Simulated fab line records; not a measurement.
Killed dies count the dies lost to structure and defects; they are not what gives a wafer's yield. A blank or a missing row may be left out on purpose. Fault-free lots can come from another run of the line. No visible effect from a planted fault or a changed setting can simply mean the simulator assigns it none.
Which tool did it?    flow gf180mcu    14 lots, 42 wafers sampled, at 5 steps of a route of 602

## WHAT THE GAUGES READ, wafer by wafer
GF_DUAL_GATE_THK_MEAS_03. Usual: DUAL_GATE_OXIDATION_00_THK typically reads 10.87 nm, with standard deviation 0.23.
lot   measured      on             DUAL_GATE_OXIDATION_00_THK (nm)  flag
L476  day 7 12:26   film metro-02  11.23 11.33 11.33                
L477  day 8 07:49   film metro-03  11.15 11.26 11.25                
L479  day 8 16:07   film metro-02  10.72 10.77 10.76                
L480  day 8 20:03   film metro-03  10.81 10.83 10.81                
L481  day 9 01:44   film metro-02  10.89 11.13 11.01                
L482  day 9 09:20   film metro-02  10.65 10.66 10.65                
L483  day 9 18:19   film metro-02  10.86 10.53 10.67                
L485  day 10 06:55  film metro-02  10.74 10.81 10.55                
L486  day 10 11:43  film metro-04  11.01 11.32 11.24                
L487  day 10 19:04  film metro-04  10.54 10.81 10.90                
L488  day 11 00:18  film metro-03  10.74 10.61 10.60                
L494  day 13 02:32  film metro-02  12.44 12.54 12.53                OFF
L495  day 13 06:52  film metro-02  12.56 12.36 12.61                OFF
L497  day 13 17:37  film metro-04  11.21 10.95 10.77                

GF_DUAL_GATE_OVL_MEAS_11. Usual: DUAL_GATE_OVL typically reads 0.7 nm, with standard deviation 1.3.
lot   measured      on          DUAL_GATE_OVL (nm)  flag
L476  day 8 04:31   overlay-01  2.7 1.1 2.3         
L477  day 9 00:24   overlay-02  0.9 1.2 -0.7        
L479  day 9 08:16   overlay-02  -0.2 0.3 -1.1       
L480  day 9 13:17   overlay-01  1.0 1.7 1.0         
L481  day 9 18:55   overlay-01  0.6 0.4 0.7         
L482  day 10 02:12  overlay-01  1.1 2.2 0.2         
L483  day 10 12:16  overlay-01  -0.9 2.1 2.8        
L485  day 11 00:15  overlay-02  0.1 -1.4 -1.5       
L486  day 11 05:01  overlay-01  2.7 3.2 2.0         
L487  day 11 13:36  overlay-02  -0.5 -0.4 -0.4      
L488  day 11 18:50  overlay-01  2.0 2.7 2.6         
L494  day 13 22:54  overlay-02  1.8 0.8 1.5         
L495  day 14 03:01  overlay-02  1.0 0.9 2.4         
L497  day 14 14:11  overlay-01  -1.8 -1.9 0.6       

GF_HV_LDD_TW_MEAS_11. Usual: HV_LDD_TW typically reads 2405, with standard deviation 15.
lot   measured      on             HV_LDD_TW       flag
L476  day 9 17:49   film metro-03  2412 2411 2401  
L477  day 10 18:31  film metro-01  2402 2393 2406  
L479  day 11 02:34  film metro-02  2438 2425 2430  
L480  day 11 08:38  film metro-01  2398 2395 2395  
L481  day 11 14:19  film metro-01  2397 2390 2401  
L482  day 11 20:35  film metro-01  2393 2399 2381  
L483  day 12 07:59  film metro-03  2380 2380 2392  
L485  day 12 22:23  film metro-03  2398 2393 2391  
L486  day 13 00:43  film metro-02  2409 2407 2418  
L487  day 13 10:15  film metro-01  2413 2404 2409  
L488  day 13 15:40  film metro-03  2388 2384 2398  
L494  day 16 00:28  film metro-02  2415 2427 2399  
L495  day 16 04:26  film metro-03  2401 2421 2421  
L497  day 16 16:09  film metro-02  2426 2423 2428  

GF_SALICIDE_RS_MEAS_04: the measuring method here is four-point-probe. Usual: SALICIDE_TIN_RS typically reads 16.5 ohm/sq, with standard deviation 0.36.
lot   measured      on             SALICIDE_TIN_RS (ohm/sq)  flag
L476  day 14 18:23  film metro-02  16.6 16.0 16.9            
L477  day 16 00:59  film metro-01  16.2 16.2 16.1            
L479  day 16 10:40  film metro-04  16.5 17.3 16.7            
L480  day 16 17:28  film metro-04  17.6 16.9 16.7            
L481  day 17 00:42  film metro-01  16.2 17.2 16.5            
L482  day 17 07:55  film metro-02  16.6 16.8 16.5            
L483  day 17 20:19  film metro-04  16.7 16.8 16.6            
L485  day 18 14:46  film metro-04  16.7 17.0 16.9            
L486  day 18 17:49  film metro-02  17.2 16.8 16.6            
L487  day 19 05:32  film metro-01  15.9 16.1 16.3            
L488  day 19 09:40  film metro-04  16.9 16.3 16.5            
L494  day 22 03:56  film metro-04  16.2 16.2 16.4            
L495  day 22 08:59  film metro-04  16.6 16.1 16.2            
L497  day 22 19:53  film metro-02  16.8 16.9 17.0            

## WHAT TOOL EACH LOT RAN ON (gives the tool, then ch and the chambers of the sampled wafers, and finally the start)
lot   GF_DUAL_GATE_OXIDATION_02
L476  furnace-01 ch 0, day 7 10:58
L477  furnace-01 ch 0, day 8 06:22
L479  furnace-02 ch 0, day 8 14:40
L480  furnace-01 ch 0, day 8 18:36
L481  furnace-01 ch 0, day 9 00:17
L482  furnace-01 ch 0, day 9 07:54
L483  furnace-02 ch 0, day 9 16:50
L485  furnace-02 ch 0, day 10 05:28
L486  furnace-01 ch 0, day 10 10:14
L487  furnace-01 ch 0, day 10 17:37
L488  furnace-02 ch 0, day 10 22:51
L494  furnace-02 ch 0, day 13 01:05
L495  furnace-02 ch 0, day 13 05:23
L497  furnace-01 ch 0, day 13 16:11
- GF_DUAL_GATE_OXIDATION_02: stabilise 600 s, purge 300 s, target thk 10.887 nm.

## AS READ BY THE TOOLS THEMSELVES (means over the sampled wafers that have a number; for cases with no such wafer, the mark the record gives instead)
GF_DUAL_GATE_OXIDATION_02. Usual: spike tc centre C 899.9 C, standard deviation 1.1; spike tc upper C 899.4 C, standard deviation 1.
lot   tool        spike tc centre C (C)  spike tc upper C (C)  flag
L476  furnace-01  900.5                  899.4                 
L477  furnace-01  900.6                  898.9                 
L479  furnace-02  898.5                  899.6                 
L480  furnace-01  901.1                  899.3                 
L481  furnace-01  900.3                  900.2                 
L482  furnace-01  901.0                  899.8                 
L483  furnace-02  898.4                  898.7                 
L485  furnace-02  899.3                  898.9                 
L486  furnace-01  900.7                  899.1                 
L487  furnace-01  900.9                  899.1                 
L488  furnace-02  898.6                  899.2                 
L494  furnace-02  899.7                  898.8                 
L495  furnace-02  898.9                  898.9                 
L497  furnace-01  901.2                  898.5                 

## THE ANSWER, worked out from the rows above alone
Rule: take the mean of a lot's wafers that have a number; if it is more than 3 standard deviations from the usual mean, the lot is off. A lot without any number at a reading at which 4 lots or more have one is off too. All remaining lots with rows at the step are treated as sound. First the gauges in route order, then the tools' own readings, where a lot's mean is used as printed above. At the first step where some lot is off, the reading lying furthest off is the one used; lots without a number count as furthest.
Off: L494, L495, seen at GF_DUAL_GATE_THK_MEAS_03 (DUAL_GATE_OXIDATION_00_THK).
A tool fits if, at a process step before that reading, it ran every lot that is off, and no sound lot after the first of them. Gauges at GF_DUAL_GATE_THK_MEAS_03: tried the same way as those tools. Undecided on this evidence; 2 tools fit (furnace-02 at GF_DUAL_GATE_OXIDATION_02, film metro-02 at GF_DUAL_GATE_THK_MEAS_03).

## WHAT WAS PUT IN BY THE SIMULATOR
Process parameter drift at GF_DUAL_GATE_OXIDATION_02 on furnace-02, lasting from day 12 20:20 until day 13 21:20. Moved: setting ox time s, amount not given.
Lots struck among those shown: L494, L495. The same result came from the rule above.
